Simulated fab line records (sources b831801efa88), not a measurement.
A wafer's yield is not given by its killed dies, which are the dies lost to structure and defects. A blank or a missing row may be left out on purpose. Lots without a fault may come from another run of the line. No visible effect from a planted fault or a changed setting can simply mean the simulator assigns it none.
What tool caused it? :: flow sfqLine :: Sampling: 7 lots, 21 wafers, 2 of 325 route steps

== WHAT EACH GAUGE READ, for each wafer ==
SFQ_M5_OVL_MEAS_932.
lot: L439
measured: day 44 18:51
on: overlay-02
M5_OVL (nm): 0 1 -6

lot: L443
measured: day 45 23:58
on: overlay-02
M5_OVL (nm): -9 2 -7

lot: L445
measured: day 47 12:33
on: overlay-02
M5_OVL (nm): 10 4 -3

lot: L447
measured: day 50 14:05
on: overlay-02
M5_OVL (nm): 7 13 7

lot: L449
measured: day 51 16:02
on: overlay-02
M5_OVL (nm): 4 4 1

lot: L456
measured: day 57 02:59
on: overlay-01
M5_OVL (nm): -11 -8 -3

lot: L459
measured: day 59 20:20
on: overlay-01
M5_OVL (nm): -1 -9 3

== WHAT TOOL EACH LOT RAN ON (gives the tool, then ch and the chambers of the sampled wafers, and finally the start) ==
lot: L439
SFQ_TRILAYER_JJ_CE_STRIP_STRIP_120: rieMetal-02 ch 0,1, day 41 17:05

lot: L443
SFQ_TRILAYER_JJ_CE_STRIP_STRIP_120: rieMetal-04 ch 0,1, day 42 19:44

lot: L445
SFQ_TRILAYER_JJ_CE_STRIP_STRIP_120: rieMetal-03 ch 0,1, day 44 05:41

lot: L447
SFQ_TRILAYER_JJ_CE_STRIP_STRIP_120: rieMetal-02 ch 0,1, day 46 10:20

lot: L449
SFQ_TRILAYER_JJ_CE_STRIP_STRIP_120: rieMetal-03 ch 0,1, day 47 07:56

lot: L456
SFQ_TRILAYER_JJ_CE_STRIP_STRIP_120: rieMetal-03 ch 0,1, day 51 19:13

lot: L459
SFQ_TRILAYER_JJ_CE_STRIP_STRIP_120: rieMetal-03 ch 0,1, day 54 11:35
- SFQ_TRILAYER_JJ_CE_STRIP_STRIP_120: strips in O2.

== THE ANSWER, worked out from the rows above alone ==
Rule: usual is defined by the lots themselves. Put in order of their means at a reading, lots are off if they are a third of the lots or fewer, leave a main group of 4 or more, and stand apart from it by a gap of 3 or more times the standard deviation of the main group's means; of several such gaps the widest counts. A main group whose means are all the same, to the digits that the tables above print for the reading, isn't used. Also off: a lot with no number at a reading for which 4 or more lots have one. Where the step has rows for the other lots, those lots are counted as sound.
Nothing can be told from this: no lot is off at any reading shown.

== WHAT HAD BEEN PUT IN BY THE SIMULATOR ==
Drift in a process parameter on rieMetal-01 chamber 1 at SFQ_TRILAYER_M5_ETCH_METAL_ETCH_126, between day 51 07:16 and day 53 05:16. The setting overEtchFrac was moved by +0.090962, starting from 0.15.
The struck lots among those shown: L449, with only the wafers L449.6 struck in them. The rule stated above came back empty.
